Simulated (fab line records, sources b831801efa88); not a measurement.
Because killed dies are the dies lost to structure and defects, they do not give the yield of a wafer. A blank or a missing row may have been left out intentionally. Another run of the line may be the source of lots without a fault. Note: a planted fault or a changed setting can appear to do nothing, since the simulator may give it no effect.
Struck lot and sound lot, side by side ; flow sky130 ; 14 steps out of a route of 708
Sound: the wafers L292.1, L292.2, L292.5. Wafers L302.2, L302.4, L302.6 were the ones struck. The cause is named last.
For every step that has rows: the tool of each side, followed by ch and its chambers, followed by its first start. Under that, the readings that differ: sound wafers ; struck wafers ; difference of the means ; sigmas: that difference in standard deviations of wafers without a fault.
alike: readings whose means differ by less than 2 such deviations, and words and numbers that are the same on both sides. not compared: withheld readings, readings that some wafer has no value for, bounds like >300 that may hide the same value, and numbers for which the record gives no deviation and whose values overlap.
A row with sigmas, a row that says differs or no value, or rows on one side alone: a step with any of these is where the two part. Numbers that have no deviation but don't overlap get no sigmas and don't part them. Lack of a reading on every wafer of one side parts them only where that side has two or more wafers.

first, 1 step without rows for these wafers: SKY_GATE_OXIDE_WET_ETCH_12 (etches SiO2 in dHF, target depth 16.8 nm, time 336 s).
SKY_GATE_OXIDE_STRIP_13: strips in O2/N2.
  sound on plasma_asher-03 ch 0,1, day 15 07:26; struck on plasma_asher-03 ch 0,1, day 19 12:35
  alike: drypump_motor_current_A, oes_product_au, strip_time_to_endpoint_s
  not compared: rf_hours_counter_h
SKY_GATE_OXIDE_TW_MEAS_14:
  sound on film_metro-01 at day 15 07:32; struck on film_metro-03 at day 19 12:41
  alike: GATE_OXIDE_TW
then, 3 steps without rows for these wafers: SKY_GATE_OXIDE_CLEAN_15 (cleans in SC1/SC2, time 150 s); SKY_GATE_OXIDE_OXIDATION_16 (stabilise 600 s, purge 300 s, target thk 3.57 nm); SKY_POLY_GATE_CVD_00 (deposits poly-Si, target thk 180 nm, time 720 s).
SKY_POLY_GATE_THK_MEAS_01:
  sound on film_metro-01 at day 15 11:32; struck on film_metro-04 at day 19 15:34
  alike: POLY_GATE_CVD_00_THK
then, 5 steps without rows for these wafers: SKY_RES_PROTECT_DEHYDRATE_00 (time 60 s); SKY_RES_PROTECT_HMDS_01 (prime time 60 s); SKY_RES_PROTECT_COAT_02 (resist thk 1140 nm); SKY_RES_PROTECT_SOFTBAKE_03 (time 60 s); SKY_RES_PROTECT_EXPOSE_04 (exposes mask RPM, target cd 1270 nm).
SKY_RES_PROTECT_PEB_05:
  sound on litho_track-04 ch 0, day 16 14:47; struck on litho_track-01, day 20 21:30
reading;sound;struck;difference;sigmas
exhaust_pa (Pa);44.9 46.0 45.4;- - -;no value on the struck wafers;
  not compared: chill_plate_temp_C
then, 1 step without rows for these wafers: SKY_RES_PROTECT_DEVELOP_06 (develop time 60 s).

WHERE THEY PART
Only at SKY_RES_PROTECT_PEB_05, within this record.

WHY: what the simulator had put in
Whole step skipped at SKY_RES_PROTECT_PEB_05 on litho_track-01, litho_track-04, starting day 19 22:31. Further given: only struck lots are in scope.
